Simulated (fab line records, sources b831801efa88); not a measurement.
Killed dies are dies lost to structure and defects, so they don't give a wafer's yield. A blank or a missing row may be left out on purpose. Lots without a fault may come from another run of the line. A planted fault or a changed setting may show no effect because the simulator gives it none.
Which tool did it? | flow gf180mcu | 24 lots, 72 wafers sampled, at 5 steps of a route of 602

WHAT THE GAUGES READ, wafer by wafer
GF_V2_THK_MEAS_03.
lot  | measured     | on            | V2_CVD_02_THK (nm)
L074 | day 19 06:16 | film_metro-01 | 858 852 862
L075 | day 19 09:52 | film_metro-04 | 849 856 851
L076 | day 19 16:50 | film_metro-04 | 829 862 857
L077 | day 20 09:26 | film_metro-04 | 851 856 873
L078 | day 20 22:01 | film_metro-04 | 842 857 863
L079 | day 21 06:10 | film_metro-02 | 857 855 869
L080 | day 21 10:37 | film_metro-01 | 847 860 866
L081 | day 22 08:02 | film_metro-01 | 849 866 862
L082 | day 22 08:41 | film_metro-04 | 840 859 852
L083 | day 22 15:49 | film_metro-01 | 845 857 857
L084 | day 23 01:17 | film_metro-01 | 856 864 844
L085 | day 23 11:14 | film_metro-01 | 842 861 860
L086 | day 23 18:18 | film_metro-01 | 837 848 855
L087 | day 24 02:02 | film_metro-02 | 829 837 837
L088 | day 24 07:45 | film_metro-04 | 854 841 864
L089 | day 24 12:17 | film_metro-02 | 847 828 855
L090 | day 24 21:20 | film_metro-01 | 835 843 846
L091 | day 25 08:26 | film_metro-02 | 851 863 857
L092 | day 26 03:31 | film_metro-04 | 830 840 860
L093 | day 26 13:22 | film_metro-01 | 840 842 834
L094 | day 26 15:14 | film_metro-02 | 830 841 833
L095 | day 26 18:29 | film_metro-04 | 852 866 862
L096 | day 26 23:43 | film_metro-01 | 848 845 851
L097 | day 27 04:28 | film_metro-01 | 846 848 865

GF_M3_CD_MEAS_14: target cd 280 nm.
lot  | measured     | on        | cd_nm (nm)
L074 | day 21 08:58 | cd_sem-01 | 278.4 279.0 280.1
L075 | day 21 12:05 | cd_sem-02 | 281.1 282.3 281.3
L076 | day 21 18:35 | cd_sem-02 | 280.6 281.3 280.3
L077 | day 22 11:06 | cd_sem-01 | 279.4 279.6 278.7
L078 | day 22 21:59 | cd_sem-01 | 280.2 279.9 277.7
L079 | day 23 06:35 | cd_sem-01 | 280.3 280.7 280.7
L080 | day 23 10:10 | cd_sem-02 | 279.3 280.0 279.5
L081 | day 24 07:45 | cd_sem-01 | 280.8 279.0 280.1
L082 | day 24 08:06 | cd_sem-01 | 280.9 282.4 282.0
L083 | day 24 15:28 | cd_sem-01 | 280.3 280.7 279.8
L084 | day 24 23:34 | cd_sem-01 | 278.9 280.3 279.4
L085 | day 25 09:17 | cd_sem-02 | 280.7 279.4 280.8
L086 | day 25 15:32 | cd_sem-01 | 279.8 280.6 280.8
L087 | day 25 22:34 | cd_sem-01 | 280.5 279.8 279.2
L088 | day 26 03:08 | cd_sem-01 | 279.6 281.3 279.2
L089 | day 26 09:25 | cd_sem-02 | 280.5 280.2 280.0
L090 | day 26 16:58 | cd_sem-02 | 277.5 276.2 276.8
L091 | day 27 04:56 | cd_sem-02 | 280.6 282.0 281.0
L092 | day 27 22:05 | cd_sem-01 | 280.9 280.1 281.9
L093 | day 28 07:31 | cd_sem-01 | 277.1 277.3 277.7
L094 | day 28 09:58 | cd_sem-02 | 279.3 278.8 279.5
L095 | day 28 13:06 | cd_sem-01 | 280.0 279.9 280.0
L096 | day 28 17:10 | cd_sem-02 | 280.0 280.8 280.2
L097 | day 28 22:05 | cd_sem-01 | 279.9 280.8 278.5

GF_V5_OVL_MEAS_15.
lot  | measured     | on         | V5_OVL (nm)
L074 | day 27 02:23 | overlay-01 | -4 -2 -3
L075 | day 27 06:20 | overlay-01 | 8 7 -2
L076 | day 27 11:00 | overlay-01 | -5 1 0
L077 | day 28 03:00 | overlay-01 | -4 5 -1
L078 | day 28 10:26 | overlay-01 | 12 14 7
L079 | day 28 17:39 | overlay-02 | 7 0 1
L080 | day 29 00:35 | overlay-02 | 8 13 3
L081 | day 29 16:47 | overlay-01 | 3 6 1
L082 | day 29 17:51 | overlay-02 | 5 -5 -7
L083 | day 30 01:49 | overlay-01 | 9 9 0
L084 | day 30 07:29 | overlay-02 | 4 3 -1
L085 | day 30 14:41 | overlay-01 | -6 -4 -3
L086 | day 30 19:26 | overlay-01 | -5 -2 1
L087 | day 31 00:14 | overlay-02 | 7 6 8
L088 | day 31 07:10 | overlay-01 | 6 4 4
L089 | day 31 11:21 | overlay-02 | 9 9 11
L090 | day 31 17:14 | overlay-02 | -3 -12 -4
L091 | day 32 10:20 | overlay-02 | 1 -7 -3
L092 | day 32 19:02 | overlay-01 | 9 8 6
L093 | day 33 01:10 | overlay-02 | 0 0 3
L094 | day 33 03:31 | overlay-01 | -4 5 -2
L095 | day 33 07:25 | overlay-01 | -1 0 -5
L096 | day 33 10:23 | overlay-01 | -11 -4 0
L097 | day 33 13:44 | overlay-01 | 1 5 1

WHICH TOOL RAN EACH LOT (tool, then ch and the chambers of the sampled wafers, then the start)
lot  | GF_M1_SPUTTER_04             | GF_M2_SPUTTER_03
L074 | pvd_sputter-02, day 16 04:00 | pvd_sputter-03, day 18 05:02
L075 | pvd_sputter-03, day 16 09:22 | pvd_sputter-01, day 18 09:18
L076 | pvd_sputter-03, day 16 13:27 | pvd_sputter-01, day 18 15:23
L077 | pvd_sputter-01, day 17 04:49 | pvd_sputter-01, day 19 07:49
L078 | pvd_sputter-02, day 17 17:14 | pvd_sputter-03, day 19 20:35
L079 | pvd_sputter-02, day 18 00:25 | pvd_sputter-04, day 20 03:46
L080 | pvd_sputter-01, day 18 05:21 | pvd_sputter-04, day 20 08:53
L081 | pvd_sputter-01, day 18 21:05 | pvd_sputter-03, day 21 07:40
L082 | pvd_sputter-01, day 19 03:32 | pvd_sputter-01, day 21 08:10
L083 | pvd_sputter-03, day 19 13:02 | pvd_sputter-01, day 21 15:42
L084 | pvd_sputter-01, day 19 23:04 | pvd_sputter-03, day 22 01:59
L085 | pvd_sputter-03, day 20 09:32 | pvd_sputter-01, day 22 12:10
L086 | pvd_sputter-03, day 20 15:44 | pvd_sputter-04, day 22 18:44
L087 | pvd_sputter-01, day 21 00:59 | pvd_sputter-04, day 23 02:32
L088 | pvd_sputter-03, day 21 06:48 | pvd_sputter-01, day 23 08:38
L089 | pvd_sputter-02, day 21 12:53 | pvd_sputter-04, day 23 13:09
L090 | pvd_sputter-03, day 21 23:56 | pvd_sputter-01, day 23 23:38
L091 | pvd_sputter-03, day 22 09:41 | pvd_sputter-03, day 24 10:14
L092 | pvd_sputter-02, day 23 07:38 | pvd_sputter-03, day 25 05:55
L093 | pvd_sputter-03, day 23 16:44 | pvd_sputter-04, day 25 15:23
L094 | pvd_sputter-02, day 23 19:15 | pvd_sputter-03, day 25 17:24
L095 | pvd_sputter-02, day 23 23:58 | pvd_sputter-03, day 25 21:20
L096 | pvd_sputter-02, day 24 03:51 | pvd_sputter-01, day 26 01:58
L097 | pvd_sputter-01, day 24 10:11 | pvd_sputter-03, day 26 07:11
- GF_M1_SPUTTER_04: material TiN, target thk 50 nm, time 41.7 s.
- GF_M2_SPUTTER_03: material Ti, target thk 10 nm, time 6.7 s.

WHAT THE TOOLS THEMSELVES READ (means of the sampled wafers that have a number; where no wafer has one, the mark that the record gives instead)
GF_M1_SPUTTER_04.
lot  | tool           | throttle_valve_pct (%)
L074 | pvd_sputter-02 | 30.0
L075 | pvd_sputter-03 | 30.4
L076 | pvd_sputter-03 | 29.8
L077 | pvd_sputter-01 | 28.6
L078 | pvd_sputter-02 | 30.1
L079 | pvd_sputter-02 | 29.9
L080 | pvd_sputter-01 | 29.2
L081 | pvd_sputter-01 | 28.9
L082 | pvd_sputter-01 | 28.9
L083 | pvd_sputter-03 | 29.1
L084 | pvd_sputter-01 | 28.5
L085 | pvd_sputter-03 | 29.8
L086 | pvd_sputter-03 | 30.2
L087 | pvd_sputter-01 | 29.0
L088 | pvd_sputter-03 | 28.6
L089 | pvd_sputter-02 | 30.4
L090 | pvd_sputter-03 | 29.3
L091 | pvd_sputter-03 | 29.4
L092 | pvd_sputter-02 | 30.1
L093 | pvd_sputter-03 | 29.8
L094 | pvd_sputter-02 | 30.2
L095 | pvd_sputter-02 | 30.2
L096 | pvd_sputter-02 | 30.4
L097 | pvd_sputter-01 | 28.9

GF_M2_SPUTTER_03.
lot  | tool           | throttle_valve_pct (%)
L074 | pvd_sputter-03 | 29.3
L075 | pvd_sputter-01 | 28.5
L076 | pvd_sputter-01 | 28.0
L077 | pvd_sputter-01 | 29.2
L078 | pvd_sputter-03 | 29.3
L079 | pvd_sputter-04 | 29.6
L080 | pvd_sputter-04 | 30.3
L081 | pvd_sputter-03 | 30.3
L082 | pvd_sputter-01 | 29.3
L083 | pvd_sputter-01 | 28.8
L084 | pvd_sputter-03 | 30.5
L085 | pvd_sputter-01 | 28.4
L086 | pvd_sputter-04 | 30.4
L087 | pvd_sputter-04 | 30.0
L088 | pvd_sputter-01 | 28.3
L089 | pvd_sputter-04 | 30.1
L090 | pvd_sputter-01 | 28.9
L091 | pvd_sputter-03 | 29.7
L092 | pvd_sputter-03 | 29.6
L093 | pvd_sputter-04 | 30.5
L094 | pvd_sputter-03 | 29.9
L095 | pvd_sputter-03 | 29.4
L096 | pvd_sputter-01 | 28.8
L097 | pvd_sputter-03 | 29.4

THE ANSWER, worked out from the rows above alone
Rule: what is usual is taken from the lots themselves. Put in order of their means at a reading, lots are off if they are a third of the lots or fewer, leave a main group of 4 or more, and stand apart from it by a gap of 3 or more times the standard deviation of the main group's means; of several such gaps the widest counts. A main group whose means are all the same, to the digits that the tables above print for the reading, isn't used. A lot without any number at a reading at which 4 lots or more have one is off too. The other lots that the step has rows for count as sound. The gauges are gone through in route order, then the tools' own readings, and for those a lot's mean is taken as printed above. The first step at which some lot is off is used, and at that step the reading that is off furthest; a lot without a number counts as furthest.
No lot is off at any reading shown: from this, nothing can be told.

WHAT THE SIMULATOR HAD PUT IN
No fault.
